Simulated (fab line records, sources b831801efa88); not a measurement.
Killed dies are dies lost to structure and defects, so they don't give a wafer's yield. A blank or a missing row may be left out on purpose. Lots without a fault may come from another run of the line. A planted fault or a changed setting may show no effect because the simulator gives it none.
Which tool did it? | flow gf180mcu | 14 lots, 42 wafers sampled, at 3 steps of a route of 602

WHAT THE GAUGES READ, wafer by wafer
GF_MVSD_TW_MEAS_11.
lot  | measured    | on            | MVSD_TW
L831 | day 4 21:38 | film_metro-04 | 1579 1583 1583
L835 | day 5 22:08 | film_metro-03 | 1587 1586 1579
L836 | day 6 02:31 | film_metro-04 | 1659 1673 1658
L837 | day 6 08:37 | film_metro-01 | 1653 1651 1649
L840 | day 7 02:26 | film_metro-01 | 1584 1580 1594
L843 | day 7 20:08 | film_metro-04 | 1587 1584 1584
L844 | day 8 03:05 | film_metro-03 | 1586 1591 1588
L845 | day 8 07:35 | film_metro-01 | 1585 1585 1596
L846 | day 8 13:41 | film_metro-01 | 1588 1574 1587
L848 | day 8 23:44 | film_metro-03 | 1575 1583 1598
L849 | day 9 04:22 | film_metro-04 | 1578 1571 1571
L850 | day 9 10:17 | film_metro-04 | 1579 1581 1582
L851 | day 9 18:14 | film_metro-04 | 1577 1576 1572
L852 | day 9 22:46 | film_metro-04 | 1586 1587 1580

GF_VT_IMPLANT_RS_MEAS_46: measures by four-point-probe.
lot  | measured     | on            | MVSD_RS (ohm/sq)
L831 | day 8 02:11  | film_metro-01 | 455.0 453.2 455.2
L835 | day 9 02:42  | film_metro-04 | 456.8 457.7 458.2
L836 | day 9 10:40  | film_metro-04 | 419.2 418.6 420.1
L837 | day 9 17:07  | film_metro-03 | 417.1 417.6 417.8
L840 | day 10 13:02 | film_metro-04 | 457.2 456.8 457.6
L843 | day 11 13:08 | film_metro-04 | 457.9 457.8 459.1
L844 | day 11 18:11 | film_metro-01 | 454.0 454.1 454.8
L845 | day 12 00:49 | film_metro-01 | 455.8 456.0 455.8
L846 | day 12 06:36 | film_metro-03 | 457.1 459.1 457.5
L848 | day 12 21:13 | film_metro-03 | 458.1 455.5 455.3
L849 | day 13 00:50 | film_metro-03 | 456.1 457.3 455.5
L850 | day 13 07:33 | film_metro-01 | 454.9 454.3 455.0
L851 | day 13 18:14 | film_metro-01 | 455.6 455.9 457.0
L852 | day 14 05:11 | film_metro-01 | 455.5 455.5 456.0

WHICH TOOL RAN EACH LOT (tool, then ch and the chambers of the sampled wafers, then the start)
lot  | GF_MVSD_IMPLANT_08
L831 | implanter-04 ch 0, day 4 21:14
L835 | implanter-03 ch 0, day 5 21:44
L836 | implanter-04 ch 0, day 6 02:08
L837 | implanter-04 ch 0, day 6 08:14
L840 | implanter-02 ch 0, day 7 02:02
L843 | implanter-02 ch 0, day 7 19:44
L844 | implanter-02 ch 0, day 8 02:43
L845 | implanter-03 ch 0, day 8 07:11
L846 | implanter-02 ch 0, day 8 13:17
L848 | implanter-03 ch 0, day 8 23:22
L849 | implanter-03 ch 0, day 9 03:58
L850 | implanter-02 ch 0, day 9 09:53
L851 | implanter-03 ch 0, day 9 17:50
L852 | implanter-04 ch 0, day 9 22:22
- GF_MVSD_IMPLANT_08

WHAT THE TOOLS THEMSELVES READ (means of the sampled wafers that have a number; where no wafer has one, the mark that the record gives instead)
GF_MVSD_IMPLANT_08.
lot  | tool         | dose_ions_cm2 | faraday_current_uA
L831 | implanter-04 | 1.5988e+13    | 88.8
L835 | implanter-03 | 1.5992e+13    | 89.7
L836 | implanter-04 | 1.9037e+13    | 107.6
L837 | implanter-04 | 1.9029e+13    | 106.8
L840 | implanter-02 | 1.5990e+13    | 90.3
L843 | implanter-02 | 1.6026e+13    | 89.6
L844 | implanter-02 | 1.6000e+13    | 89.1
L845 | implanter-03 | 1.5994e+13    | 90.4
L846 | implanter-02 | 1.6002e+13    | 90.0
L848 | implanter-03 | 1.6011e+13    | 89.2
L849 | implanter-03 | 1.6004e+13    | 91.6
L850 | implanter-02 | 1.5989e+13    | 90.0
L851 | implanter-03 | 1.5990e+13    | 90.8
L852 | implanter-04 | 1.6013e+13    | 89.8

THE ANSWER, worked out from the rows above alone
Rule: what is usual is taken from the lots themselves. Put in order of their means at a reading, lots are off if they are a third of the lots or fewer, leave a main group of 4 or more, and stand apart from it by a gap of 3 or more times the standard deviation of the main group's means; of several such gaps the widest counts. A main group whose means are all the same, to the digits that the tables above print for the reading, isn't used. A lot without any number at a reading at which 4 lots or more have one is off too. The other lots that the step has rows for count as sound. The gauges are gone through in route order, then the tools' own readings, and for those a lot's mean is taken as printed above. The first step at which some lot is off is used, and at that step the reading that is off furthest; a lot without a number counts as furthest.
Off: L836, L837, at GF_MVSD_TW_MEAS_11 (MVSD_TW). The main group: mean 1583, standard deviation 4.5.
A tool fits if, at a process step before that reading, it ran every lot that is off, and no sound lot after the first of them. The gauges at GF_MVSD_TW_MEAS_11 aren't tried: what is off there is off at GF_MVSD_IMPLANT_08 too, on other tools, and a gauge's error can't cause that. None of those tried fits.

WHAT THE SIMULATOR HAD PUT IN
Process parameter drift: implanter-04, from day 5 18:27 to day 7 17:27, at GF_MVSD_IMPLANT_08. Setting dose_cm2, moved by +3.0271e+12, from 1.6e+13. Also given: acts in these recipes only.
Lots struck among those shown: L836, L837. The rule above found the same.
